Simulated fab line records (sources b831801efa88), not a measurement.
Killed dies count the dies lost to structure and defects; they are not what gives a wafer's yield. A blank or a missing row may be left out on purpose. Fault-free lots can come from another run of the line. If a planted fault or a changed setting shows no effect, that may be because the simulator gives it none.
Which of the tools did it? | flow gf180mcu | 42 wafers from 14 lots sampled at 2 of the route's 602 steps

== WHAT THE GAUGES SHOWED, per wafer ==
GF_V1_BOW_MEAS_05. Usual: for V1_BOW the level is 82 um and the standard deviation is 6.8.
lot  | measured     | on           | V1_BOW (um) | flag
L323 | day 17 05:16 | filmMetro-04 | 83 87 86    | 
L324 | day 17 23:36 | filmMetro-02 | 98 84 88    | 
L326 | day 18 15:55 | filmMetro-02 | 85 82 82    | 
L327 | day 18 22:09 | filmMetro-01 | 74 72 90    | 
L330 | day 20 15:50 | filmMetro-01 | 78 91 73    | 
L332 | day 20 23:28 | filmMetro-01 | 79 81 83    | 
L334 | day 21 12:42 | filmMetro-01 | 88 92 90    | 
L339 | day 23 11:08 | filmMetro-01 | 81 84 87    | 
L344 | day 25 04:50 | filmMetro-01 | 88 92 81    | 
L345 | day 25 06:48 | filmMetro-01 | 78 93 81    | 
L346 | day 25 12:53 | filmMetro-02 | 78 80 84    | 

== WHAT TOOL EACH LOT RAN ON (gives the tool, then ch and the chambers of the sampled wafers, and finally the start) ==
lot  | GF_VT_IMPLANT_STRIP_42
L323 | plasmaAsher-01 ch 0,1, day 7 13:16
L324 | plasmaAsher-01 ch 0,1, day 7 23:37
L326 | plasmaAsher-01 ch 0,1, day 8 11:37
L327 | plasmaAsher-03 ch 0,1, day 8 19:52
L330 | plasmaAsher-01 ch 0,1, day 9 22:12
L332 | plasmaAsher-01 ch 0,1, day 10 06:21
L334 | plasmaAsher-01 ch 0,1, day 10 16:18
L335 | plasmaAsher-03 ch 0,1, day 11 03:37
L336 | plasmaAsher-03 ch 0,1, day 11 09:10
L337 | plasmaAsher-04 ch 1, day 11 16:57
L339 | plasmaAsher-01 ch 0,1, day 12 05:06
L344 | plasmaAsher-01 ch 0,1, day 13 14:27
L345 | plasmaAsher-03 ch 0, day 13 21:36
L346 | plasmaAsher-03 ch 0, day 14 03:07
- GF_VT_IMPLANT_STRIP_42: strips in O2/N2.

== WHAT THE TOOLS THEMSELVES READ (means of the sampled wafers that have a number; where no wafer has one, the mark that the record gives instead) ==
GF_VT_IMPLANT_STRIP_42. Usual: chamberPressureMTorr 1499.9 mTorr, standard deviation 1.2; drypumpMotorCurrentA 5.7 A, standard deviation 0.48; heaterPowerW 354 W, standard deviation 33; oesProductAu 0.716 a.u., standard deviation 0.004; stripTimeToEndpointS 12.62 s, standard deviation 0.034.
lot  | tool           | chamberPressureMTorr (mTorr) | drypumpMotorCurrentA (A) | heaterPowerW (W) | oesProductAu (a.u.) | stripTimeToEndpointS (s) | flag
L323 | plasmaAsher-01 | 1500.3                       | 5.6                      | 377              | 0.719               | 12.65                    | 
L324 | plasmaAsher-01 | 1500.2                       | 5.7                      | 376              | 0.715               | 12.66                    | 
L326 | plasmaAsher-01 | 1500.4                       | 5.6                      | 378              | 0.718               | 12.58                    | 
L327 | plasmaAsher-03 | 1499.1                       | 6.4                      | 373              | 0.711               | 12.59                    | 
L330 | plasmaAsher-01 | 1500.7                       | 5.8                      | 369              | 0.717               | 12.60                    | 
L332 | plasmaAsher-01 | 1501.0                       | 5.7                      | 377              | 0.714               | 12.66                    | 
L334 | plasmaAsher-01 | 1498.7                       | 5.8                      | 382              | 0.714               | 12.57                    | 
L335 | plasmaAsher-03 | -                            | -                        | -                | -                   | -                        | OFF
L336 | plasmaAsher-03 | -                            | -                        | -                | -                   | -                        | OFF
L337 | plasmaAsher-04 | -                            | -                        | -                | -                   | -                        | OFF
L339 | plasmaAsher-01 | 1499.6                       | 5.6                      | 375              | 0.719               | 12.61                    | 
L344 | plasmaAsher-01 | 1500.3                       | 5.6                      | 379              | 0.717               | 12.60                    | 
L345 | plasmaAsher-03 | 1500.2                       | 6.4                      | 386              | 0.712               | 12.60                    | 
L346 | plasmaAsher-03 | 1500.1                       | 6.4                      | 382              | 0.714               | 12.63                    | 

== THE ANSWER, worked out from the rows above alone ==
Rule: a lot is off if the mean of its wafers that have a number lies more than 3 standard deviations from the usual mean. A lot without any number at a reading at which 4 lots or more have one is off too. Any other lot the step has rows for is counted as sound. The gauges are gone through in route order, then the tools' own readings, and for those a lot's mean is taken as printed above. At the first step where some lot is off, the reading lying furthest off is the one used; lots without a number count as furthest.
Off, at GF_VT_IMPLANT_STRIP_42 on chamberPressureMTorr: L335, L336, L337. Without a number there: L335, L336, L337.
A tool fits if, at that step or a process step before it, it ran every lot that is off, and no sound lot after the first of them. Of those tried, none fits.

== WHAT THE SIMULATOR HAD PUT IN ==
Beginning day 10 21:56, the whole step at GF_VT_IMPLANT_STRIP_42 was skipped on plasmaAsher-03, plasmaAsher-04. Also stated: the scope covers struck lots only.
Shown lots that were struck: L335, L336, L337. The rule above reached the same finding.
